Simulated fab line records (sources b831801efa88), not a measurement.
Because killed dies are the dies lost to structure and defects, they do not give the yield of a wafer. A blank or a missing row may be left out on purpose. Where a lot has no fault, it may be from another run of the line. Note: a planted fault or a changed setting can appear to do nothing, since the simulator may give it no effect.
8D (eight disciplines) problem report, filled in by code ; flow sky130 ; the parts of the form that need people (team, actions taken, sign-off) are left out

1. WHAT IS WRONG
At SKY_LDD_N_IMPLANT_12, beam_energy_keV averages 37.588 over 9 wafers from 3 lots, while fault-free wafers read 50.003, standard deviation 0.014. So: -99 or more standard deviations from the usual mean.
The first sign was on wafer L680.2 at day 23 01:03, on implanter-01. At this step, 39 wafers from 13 lots have a number in the record. Rule for "out", or "out of limits": more than 4 standard deviations from the usual mean. Any other wafer with a number is counted as sound.

2. WHAT IT IS, AND WHAT IT ISN'T
question;is;is not
which readings at this step;beam_energy_keV;-
which lots;L680, L681, L682;L666, L667, L668, L671, L672, L676, L677, L678, L679, L689
which wafers of those lots;all that have a number;-
read on which tools;implanter-01;implanter-02, implanter-03
when;from day 23 01:03;"up to then (27 sound wafers); but 3 sound wafers of L689 came after"

3. WHAT RULES OUT EACH SUSPECT
Counting: a tool at a process step up to the reading stays a suspect if it ran every lot that is out and no sound lot after the first of them.
- implanter-01 at SKY_LDD_N_IMPLANT_12: kept. It processed each lot that is out, first L680 at day 23 01:03, and no sound lot thereafter; up to then, the last sound lot it processed was L679 at day 22 17:31. On those wafers its own readings are out: beam_energy_keV.
Remaining after the count: implanter-01 at SKY_LDD_N_IMPLANT_12.

4. THE CAUSE (what the simulator had put in)
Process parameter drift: implanter-01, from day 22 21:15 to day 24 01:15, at SKY_LDD_N_IMPLANT_12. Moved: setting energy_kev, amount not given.
Only this tool survived the counting.

5. SEQUENCE OF EFFECTS, ordered by route
Each row: a reading where the mean over the struck wafers with a number is more than 3 standard deviations away from the usual. Only readings for which the record gives a usual standard deviation are gone through. hours: the time from each lot's start at the first step in this table that gives one to its start at this step, as a median over the lots. sigmas: the change in usual standard deviations.
hours;step;reading;usual;on struck wafers;change;sigmas
0;SKY_LDD_N_IMPLANT_12;beam_energy_keV;50.003;37.588;-12.415;-99 or more
The process steps in it:
- SKY_LDD_N_IMPLANT_12

6. HOW IT WOULD HAVE BEEN CAUGHT EARLIER
In this record no reading fell out of limits until day 23 01:03, 4 hours after the fault had begun at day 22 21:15.
